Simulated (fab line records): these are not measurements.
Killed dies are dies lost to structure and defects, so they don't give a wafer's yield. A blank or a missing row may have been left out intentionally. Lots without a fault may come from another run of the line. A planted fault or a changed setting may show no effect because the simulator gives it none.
Shared-tool check ; flow gf180mcu ; 13 lots and 38 wafers in the sample

THE REASON FOR OPENING IT
Of 13 lots, 1 have the reading MVPSD_RS flagged at GF_VT_IMPLANT_RS_MEAS_49. Wafers without a fault read 1169 ohm/sq, standard deviation 3.
Rule: flag the lot when none of its wafers has a number, or when each of its wafers that has one lies beyond 4 standard deviations from that mean. The other lots count as sound.

lot;measured;on;MVPSD_RS (ohm/sq), wafer by wafer;flag
L866;day 7 18:25;film_metro-04;1164 1165 1165;
L867;day 8 01:04;film_metro-03;1166 1167 1167;
L868;day 8 08:16;film_metro-04;1171 1172 1172;
L869;day 8 14:16;film_metro-03;1168 1167 1168;
L870;day 8 19:31;film_metro-03;1169 1171 1170;
L871;day 9 03:13;film_metro-04;1162 1163 1161;
L873;day 9 17:43;film_metro-04;1166 1167 1168;
L874;day 9 22:22;film_metro-04;1167 1173 1167;
L875;day 10 04:05;film_metro-03;1172 1170 1175;
L876;day 10 13:46;film_metro-03;1169 1166 1167;
L877;day 10 17:56;film_metro-04;1170 1165 1169;
L882;day 12 05:09;film_metro-04;1224 1228;FLAGGED
L888;day 14 01:56;film_metro-02;1165 1166 1168;
Average over the flagged lots: 1226 ohm/sq; offset from the usual +57 ohm/sq, equal to +19 standard deviations.

WHICH TOOL RAN EACH LOT
The record holds 1 process step before the reading, out of a route of 602 steps. In each cell: the tool, then ch and the chambers that the sampled wafers went through, then the start.
lot;flag;GF_MVPSD_IMPLANT_09
L866;;implanter-01 ch 0, day 5 06:38
L867;;implanter-04 ch 0, day 5 12:40
L868;;implanter-01 ch 0, day 5 18:23
L869;;implanter-04 ch 0, day 6 00:23
L870;;implanter-01 ch 0, day 6 06:31
L871;;implanter-01 ch 0, day 6 12:59
L873;;implanter-04 ch 0, day 7 00:29
L874;;implanter-01 ch 0, day 7 05:44
L875;;implanter-03 ch 0, day 7 10:09
L876;;implanter-04 ch 0, day 7 18:25
L877;;implanter-03 ch 0, day 7 21:49
L882;FLAGGED;implanter-03 ch 0, day 9 03:10
L888;;implanter-01 ch 0, day 10 20:13
These steps, and what they do:
- GF_MVPSD_IMPLANT_09
- GF_VT_IMPLANT_RS_MEAS_49: measures by four-point-probe.

FLAGGED OVER TOTAL, TOOL BY TOOL (the gauges that took the reading come last)
step;tool;lots run;flagged;share of the flagged lots;sound lots run after its first flagged lot
GF_MVPSD_IMPLANT_09;implanter-01;6;0;none;-
GF_MVPSD_IMPLANT_09;implanter-03;3;1;all;0
GF_MVPSD_IMPLANT_09;implanter-04;4;0;none;-
GF_VT_IMPLANT_RS_MEAS_49;film_metro-02;1;0;none;-
GF_VT_IMPLANT_RS_MEAS_49;film_metro-03;5;0;none;-
GF_VT_IMPLANT_RS_MEAS_49;film_metro-04;7;1;all;0

WHAT IS ALLOWED BY THE TABLE
In 2 table rows, all flagged lots were run: implanter-03 (GF_MVPSD_IMPLANT_09), film_metro-04 (GF_VT_IMPLANT_RS_MEAS_49).
- implanter-03 at GF_MVPSD_IMPLANT_09 ran 3 lots, 1 of them flagged. It ran its last sound lot, L877, at day 7 21:49 and its first flagged lot, L882, at day 9 03:10: a fault with its onset between the two fits. Its own readings (beam_on_s, faraday_current_uA) fall more than 4 standard deviations out on all wafers of the flagged lots.
- film_metro-04 at GF_VT_IMPLANT_RS_MEAS_49 ran 7 lots, 1 of them flagged. It ran its last sound lot, L877, at day 10 17:56 and its first flagged lot, L882, at day 12 05:09: a fault with its onset between the two fits.
A lot count leaves these 2 tools indistinguishable: every one of them fits a fault beginning at some hour. More lots, or a look at what each step does to the wafer, might.

WHAT THE SIMULATOR HAD INSERTED
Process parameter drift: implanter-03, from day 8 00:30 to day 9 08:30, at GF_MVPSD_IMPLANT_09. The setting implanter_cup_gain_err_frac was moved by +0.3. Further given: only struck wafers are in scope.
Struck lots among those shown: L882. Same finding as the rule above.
